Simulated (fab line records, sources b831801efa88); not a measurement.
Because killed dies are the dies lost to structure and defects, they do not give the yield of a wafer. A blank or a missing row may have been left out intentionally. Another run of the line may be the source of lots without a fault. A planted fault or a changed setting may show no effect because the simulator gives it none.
What tool caused it?	flow gf180mcu	33 wafers from 11 lots sampled at 5 of the route's 602 steps

WHAT THE GAUGES SHOWED, per wafer
GF_PASSIVATION_THK_MEAS_01.
lot	measured	on	PASSIVATION_CVD_00_THK (nm)
L988	day 27 23:31	film-metro-01	981 978 998
L989	day 28 07:15	film-metro-01	984 978 986
L993	day 29 18:27	film-metro-01	969 994 1007
L994	day 29 21:31	film-metro-01	988 1015 1022
L997	day 30 22:31	film-metro-04	879 1031 867
L999	day 31 11:15	film-metro-02	976 994 866
L100	day 31 21:52	film-metro-02	977 993 993
L107	day 33 10:07	film-metro-01	988 997 1007
L108	day 33 16:21	film-metro-01	991 995 999
L110	day 34 05:35	film-metro-02	997 994 1020
L111	day 34 11:00	film-metro-01	1009 997 1023

EACH LOT AND THE TOOL THAT RAN IT (in order: tool; ch and the chambers of the sampled wafers; start)
lot	GF_V5_ETCH_17	GF_V5_SPUTTER_21	GF_TOP_METAL_SPUTTER_04	GF_PASSIVATION_CVD_00
L988	rie-diel-04 ch 1,2,3, day 27 01:23 or earlier	pvd-sputter-01, day 27 01:23	pvd-sputter-02, day 27 02:16	pecvd-04 ch 1,2, day 27 23:23
L989	rie-diel-01 ch 0,2,3, day 27 09:36 or earlier	pvd-sputter-01, day 27 09:36	pvd-sputter-04, day 27 10:29	pecvd-04 ch 0,1, day 28 07:10
L993	rie-diel-01 ch 0,1, day 28 21:36 or earlier	pvd-sputter-03, day 28 21:36	pvd-sputter-02, day 28 22:29	pecvd-02 ch 1,2, day 29 18:22
L994	rie-diel-04 ch 0,2,3, day 29 00:36 or earlier	pvd-sputter-03, day 29 00:36	pvd-sputter-01, day 29 01:29	pecvd-03 ch 1,2, day 29 21:25
L997	rie-diel-01 ch 2,3, day 30 02:05 or earlier	pvd-sputter-01, day 30 02:05	pvd-sputter-04, day 30 02:58	pecvd-03 ch 0,1, day 30 22:25
L999	rie-diel-02 ch 1,2,3, day 30 15:57 or earlier	pvd-sputter-03, day 30 15:57	pvd-sputter-04, day 30 16:50	pecvd-03 ch 0,1, day 31 11:10
L100	rie-diel-01 ch 1,2,3, day 31 01:51 or earlier	pvd-sputter-01, day 31 01:51	pvd-sputter-02, day 31 02:52	pecvd-04 ch 0,1, day 31 21:46
L107	rie-diel-02 ch 1,3, day 32 16:45 or earlier	pvd-sputter-03, day 32 16:45	pvd-sputter-04, day 32 17:38	pecvd-04 ch 1,2, day 33 10:02
L108	rie-diel-02 ch 1,3, day 32 22:29 or earlier	pvd-sputter-01, day 32 22:29	pvd-sputter-02, day 32 23:22	pecvd-04 ch 0,1,2, day 33 16:16
L110	rie-diel-04 ch 0,1,3, day 33 12:08 or earlier	pvd-sputter-01, day 33 12:08	pvd-sputter-04, day 33 13:14	pecvd-03 ch 0,1, day 34 05:30
L111	rie-diel-01 ch 0,1, day 33 17:56 or earlier	pvd-sputter-01, day 33 17:56	pvd-sputter-01, day 33 18:50	pecvd-03 ch 0,1,2, day 34 10:55
- GF_V5_ETCH_17: etches SiO2 in C4F8/O2/Ar, stops on TiN, target depth 855 nm.
- GF_V5_SPUTTER_21: material Ti, target thk 15 nm, time 80.02 s.
- GF_TOP_METAL_SPUTTER_04: material TiN, target thk 25 nm, time 20.8 s.
- GF_PASSIVATION_CVD_00: deposits SiO2 from TEOS, target thk 1000 nm, time 111.95 s.

THE ANSWER, worked out from the rows above alone
Rule: the usual values come from the lots themselves. Put in order of their means at a reading, lots are off if they are a third of the lots or fewer, leave a main group of 4 or more, and stand apart from it by a gap of 3 or more times the standard deviation of the main group's means; of several such gaps the widest counts. A main group whose means are all the same, to the digits that the tables above print for the reading, isn't used. Also off: a lot with no number at a reading for which 4 or more lots have one. Where the step has rows for the other lots, those lots are counted as sound.
Off: L997, L999, seen at GF_PASSIVATION_THK_MEAS_01 (PASSIVATION_CVD_00_THK). The main group has a mean of 996 nm with a standard deviation of 9.4.
If a tool, at a process step before that reading, ran all the lots that are off and no sound lot after the first of them, it fits. Those tools and the gauges at GF_PASSIVATION_THK_MEAS_01 are tried in the same way. GF_V5_ETCH_17 gives no start for some lots, so the hours and the order of its lots are those of GF_V5_SPUTTER_21. Of those tried, none fits.

WHAT THE SIMULATOR HAD INSERTED
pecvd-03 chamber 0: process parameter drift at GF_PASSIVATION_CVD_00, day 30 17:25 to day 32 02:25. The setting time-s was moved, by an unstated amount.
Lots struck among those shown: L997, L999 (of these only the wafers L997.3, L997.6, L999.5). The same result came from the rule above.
